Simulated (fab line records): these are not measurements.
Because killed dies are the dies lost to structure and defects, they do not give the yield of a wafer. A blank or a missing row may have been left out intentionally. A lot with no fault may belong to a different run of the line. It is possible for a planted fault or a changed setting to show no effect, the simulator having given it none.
One fault seen from 2 desks ; flow gf180mcu ; what lay behind the numbers comes last; until then each desk has only its own

## THE METROLOGY DESK
Lot by lot, what the gauges showed, no matter which tool ran the lot: averages of those sampled wafers that carry a number. If a lot's mean is further than 4 standard deviations from the usual mean, the lot is out of limits and carries the mark OUT (the distance appears in the brackets).
Columns: A = V2_W_RS at GF_V2_RS_MEAS_24, usual 0.3286 ohm/sq; B = V2_W_THK at GF_V2_THK_MEAS_25, usual 352 nm
lot;first seen here;A;B
L630;day 20 06:28;0.3291;351
L638;day 23 13:00;0.3286;352
L639;day 23 19:12;0.3256;352
L641;day 24 07:43;0.3296;348
L650;day 27 06:36;0.3262;358
L652;day 27 17:20;0.3300;348
L653;day 27 23:25;0.3235;361
This desk found nothing out of limits on any of the 7 lots.

## THE TOOL OWNER'S DESK: pvd_sputter-01
The tool's own readings at GF_M3_SPUTTER_03 (material Ti, target thk 10 nm, time 6.7 s): means of the sampled wafers that have a number, for each lot that ran on this tool. If a lot's mean is further than 4 standard deviations from the usual mean, the lot is out of limits and carries the mark OUT (the distance appears in the brackets).
Columns: A = chamber_pressure_pa at GF_M3_SPUTTER_03, usual 0.3000 Pa; B = throttle_valve_pct at GF_M3_SPUTTER_03, usual 29.8 %
lot;first seen here;A;B
L638;day 23 13:37;0.3008;29.5
L639;day 23 19:49;0.2996;32.1
L641;day 24 08:20;0.3001;30.3
L652;day 27 17:58;0.3002;29.5
L653;day 28 00:04;0.3005;28.7
This desk found nothing out of limits on any of the 5 lots.

## TAKEN TOGETHER
Metrology desk: nothing out of limits seen.
The desk of the tool owner found nothing out of limits.

## WHAT THE SIMULATOR HAD PUT IN
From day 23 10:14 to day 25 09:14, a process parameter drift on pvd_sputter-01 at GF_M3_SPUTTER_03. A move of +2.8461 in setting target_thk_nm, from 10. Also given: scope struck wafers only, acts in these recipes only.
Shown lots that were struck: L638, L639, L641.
